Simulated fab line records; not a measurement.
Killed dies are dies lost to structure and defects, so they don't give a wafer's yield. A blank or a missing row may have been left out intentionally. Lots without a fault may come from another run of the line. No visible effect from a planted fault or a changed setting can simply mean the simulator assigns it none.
Problem report, 8D (eight disciplines) form, completed by code	flow gf180mcu	the parts of the form that need people (team, actions taken, sign-off) are left out

1. THE PROBLEM
A mean of 46.3 is read at GF_HV_LDD_IMPLANT_34 for faraday current uA, taken on 1 wafer of 1 lot, against 42.3 (standard deviation 0.88) on wafers free of any fault. Measured from the usual mean, that is +4.5 standard deviations.
Seen first at day 15 19:28 on implanter-01, wafer L758.3. The record has a number at this step for 39 wafers belonging to 13 lots. Rule for "out", or "out of limits": more than 4 standard deviations from the usual mean. The rest of the wafers with a number are treated as sound.

2. WHAT THIS IS AND IS NOT
question	is	is not
which readings at this step	faraday current uA	-
which lots	L758	L747, L748, L749, L750, L751, L752, L753, L763, L764, L766, L767, L768
which wafers of those lots	L758.3	L758.1, L758.2
read on which tools	implanter-01	implanter-03, implanter-04
when	from day 15 19:28	up to then (23 sound wafers); but 15 sound wafers of L763, L764, L766, L767, L768 came after

3. THE SUSPECTS, EACH WITH WHAT RULES IT OUT
Counting: if a tool at a process step up to the reading ran every lot that is out, it stays a suspect. Sound lots after the first of them don't rule it out here, since some wafers of a struck lot are sound.
- implanter-01 at GF_HV_LDD_IMPLANT_34: kept. L758, the lot that is out, went through it at day 15 19:28; up to then, the latest sound lot through it was L753 at day 14 03:26. Its own faraday current uA readings are out on those wafers.
After counting, what remains is implanter-01 at GF_HV_LDD_IMPLANT_34.

4. THE CAUSE (what the simulator had put in)
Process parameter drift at GF_HV_LDD_IMPLANT_34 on implanter-01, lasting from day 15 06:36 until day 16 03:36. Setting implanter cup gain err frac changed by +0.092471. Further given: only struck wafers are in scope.
Counting left only this tool.

5. SEQUENCE OF EFFECTS, ordered by route
One row per reading whose mean, taken over the struck wafers that have a number, lies over 3 standard deviations from the usual. Readings are gone through only where the record gives a usual standard deviation; hours: the median, over the lots, of the time from a lot's start at the first step in this table giving one to that lot's start at this step; sigmas: the change measured in usual standard deviations.
hours	step	reading	usual	on struck wafers	change	sigmas
0	GF_HV_LDD_IMPLANT_34	beam on s	10.00 s	9.16	-0.84	-4.0
0	GF_HV_LDD_IMPLANT_34	faraday current uA	42.3	46.3	+4.0	+4.5
Process steps it contains:
- GF_HV_LDD_IMPLANT_34
Later measuring or inspecting steps at which every struck wafer that the step has a row for has a number for every such reading, and none has moved that far: GF_HV_LDD_THK_MEAS_55.

6. HOW IT WOULD HAVE BEEN CAUGHT EARLIER
13 hours passed between the start of the fault at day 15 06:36 and the first reading out of limits in this record, taken at day 15 19:28.
